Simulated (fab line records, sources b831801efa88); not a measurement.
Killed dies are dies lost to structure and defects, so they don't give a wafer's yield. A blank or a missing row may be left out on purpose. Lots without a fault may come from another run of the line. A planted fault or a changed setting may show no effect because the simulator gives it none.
Chamber matching | flow sky130 | SKY_PASSIVATION_CVD_00 on pecvd-03: 3 sister chambers
The step deposits SiO2, target thk 90 nm. 6 wafers are shown with their chamber, then 11 later ones without.

WAFERS WITH THEIR CHAMBER
wafer  | chamber | heater_power_w (W)
L084.1 | 0       | 513
L084.2 | 1       | 622
L084.4 | 0       | 518
L084.5 | 1       | 641
L084.6 | 2       | 718
L090.3 | 2       | 707

WAFERS WITHOUT THEIR CHAMBER
wafer  | heater_power_w (W)
L090.5 | 715
L090.6 | 556
L091.1 | 565
L091.4 | 685
L091.6 | 569
L094.1 | 567
L094.2 | 585
L094.5 | 574
L096.2 | 594
L096.4 | 601
L096.5 | 578

WHICH CHAMBER EACH WENT THROUGH
wafer  | from the rows above     | in truth
L090.5 | 2                       | 2
L090.6 | 0                       | 0
L091.1 | can't be placed: 0 or 1 | 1
L091.4 | 2                       | 2
L091.6 | can't be placed: 0 or 1 | 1
L094.1 | can't be placed: 0 or 1 | 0
L094.2 | 1                       | 1
L094.5 | can't be placed: 1 or 0 | 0
L096.2 | 1                       | 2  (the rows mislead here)
L096.4 | 1                       | 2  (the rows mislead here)
L096.5 | can't be placed: 1 or 0 | 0
Placed correctly: 4 of 11. Can't be placed from these rows: 5 (the true chamber is among the candidates in 5). Placed wrongly: 2.
How it was worked out, from the rows above alone: a wafer's distance from a chamber is the root of the sum, over the readings, of the square of ((its reading less the chamber's mean) divided by the reading's scatter). The wafer belongs to the nearest chamber; if the next one is less than 2 further off, it can't be placed. A chamber's mean is the mean of its shown wafers. The scatter: the root of (the sum of the squares of (reading less its chamber's mean) over the shown wafers, divided by (wafers less chambers)).
